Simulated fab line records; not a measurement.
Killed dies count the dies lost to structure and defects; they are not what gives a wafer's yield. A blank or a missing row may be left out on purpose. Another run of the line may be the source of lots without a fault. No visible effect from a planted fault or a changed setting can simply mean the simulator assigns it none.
Problem report in the 8D (eight disciplines) form, filled by code :: flow gf180mcu :: the parts of the form that need people (team, actions taken, sign-off) are left out

## 1. PROBLEM STATEMENT
PASSIVATION_CVD_00_THK at GF_PASSIVATION_THK_MEAS_01 reads a mean of 887 nm on 1 wafer of 1 lot; wafers without a fault read 996 nm with a standard deviation of 15. That puts it -7.3 standard deviations away from the usual mean.
First observed at day 34 03:40: wafer L546.5, on film_metro-02. The record has a number at this step for 36 wafers belonging to 12 lots. Rule for "out", or "out of limits": more than 4 standard deviations from the usual mean. The other wafers with a number count as sound.

## 2. WHAT IT IS; WHAT IT IS NOT
question: which readings at this step
is: PASSIVATION_CVD_00_THK
is not: -

question: which lots
is: L546
is not: L525, L527, L528, L529, L531, L534, L535, L537, L538, L539, L544

question: which wafers of those lots
is: L546.5
is not: L546.3, L546.4

question: read on which gauges
is: film_metro-02
is not: film_metro-01, film_metro-04

question: when
is: from day 34 03:40
is not: up to then (35 sound wafers)

## 3. THE SUSPECTS, EACH WITH WHAT RULES IT OUT
Counting: if a tool at a process step up to the reading ran every lot that is out, it stays a suspect. Sound lots after the first of them don't rule it out here, since some wafers of a struck lot are sound.
- the gauge at GF_PASSIVATION_THK_MEAS_01 is ruled out. All the wafers that are out were read on film_metro-02, but those of them that GF_PASSIVATION_CVD_00 has rows for are out there too, on other tools.
- pecvd-04 at GF_V4_CVD_02 (deposits SiO2 from TEOS, target thk 850 nm, time 94.851 s): kept. It ran the lot that is out, L546 (day 30 07:48).
- rie_metal-01 at GF_M5_METAL_ETCH_10 (etches the open film in Cl2/BCl3, stops on SiO2, target depth 750.8 nm, time 125.1 s): kept. The lot that is out, L546, ran on it at day 32 15:56; the last sound lot it ran before that was L544, at day 32 02:36.
- pvd_sputter-03 at GF_TOP_METAL_SPUTTER_01 (material TiN, target thk 30 nm, time 25 s): kept. The lot that is out, L546, ran on it at day 33 11:09; the last sound lot it ran before that was L544, at day 32 21:47.
- pecvd-03 at GF_PASSIVATION_CVD_00 (deposits SiO2 from TEOS, target thk 1000 nm, time 111.95 s): kept. The lot that is out, L546, ran on it at day 34 03:34; the last sound lot it ran before that was L538, at day 32 05:18. Its own readings are out on those wafers: run_length_s.
- Within pecvd-04 at GF_V4_CVD_02: the wafers that are out ran in chamber 2; their sound lot-mates ran in chamber 1.
- Within pecvd-03 at GF_PASSIVATION_CVD_00: the wafers that are out ran in chamber 2; their sound lot-mates ran in chamber 0.
Left after counting: pecvd-04 at GF_V4_CVD_02, rie_metal-01 at GF_M5_METAL_ETCH_10, pvd_sputter-03 at GF_TOP_METAL_SPUTTER_01, pecvd-03 at GF_PASSIVATION_CVD_00.

## 4. THE CAUSE (what the simulator had put in)
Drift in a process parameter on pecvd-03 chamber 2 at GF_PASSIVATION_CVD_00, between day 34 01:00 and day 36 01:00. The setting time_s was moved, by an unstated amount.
After counting, 4 suspects remain, this tool included.

## 5. SEQUENCE OF EFFECTS, ordered by route
Rows list readings where the struck wafers' mean (over those with a number) sits beyond 3 standard deviations from the usual. Only readings whose record carries a usual standard deviation are examined. hours: median over the lots of the time between each lot's start at the first step of this table that gives one and its start at this step. sigmas: the change, counted in usual standard deviations.
hours: 0
step: GF_PASSIVATION_CVD_00
reading: run_length_s
usual: 139.8 s
on struck wafers: 127.3
change: -12.5
sigmas: -27

hours: 0
step: GF_PASSIVATION_THK_MEAS_01
reading: PASSIVATION_CVD_00_THK
usual: 996 nm
on struck wafers: 887
change: -109
sigmas: -7.3
The process steps in it:
- GF_PASSIVATION_CVD_00: deposits SiO2 from TEOS, target thk 1000 nm, time 111.95 s.

## 6. WHAT WOULD HAVE CAUGHT IT SOONER
The first out-of-limits reading at a measuring or inspecting step in this record came at day 34 03:40, 3 hours after the fault's start at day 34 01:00.
Tool's own readings at GF_PASSIVATION_CVD_00, run_length_s: out on all struck wafers the step has rows for; an alarm limit on them would have tripped on the first.
By day 34 03:40 the whole set of lots that are out, 1 in number, had already begun GF_PASSIVATION_CVD_00 on pecvd-03. Holding the tool at that point would not have protected any of them.
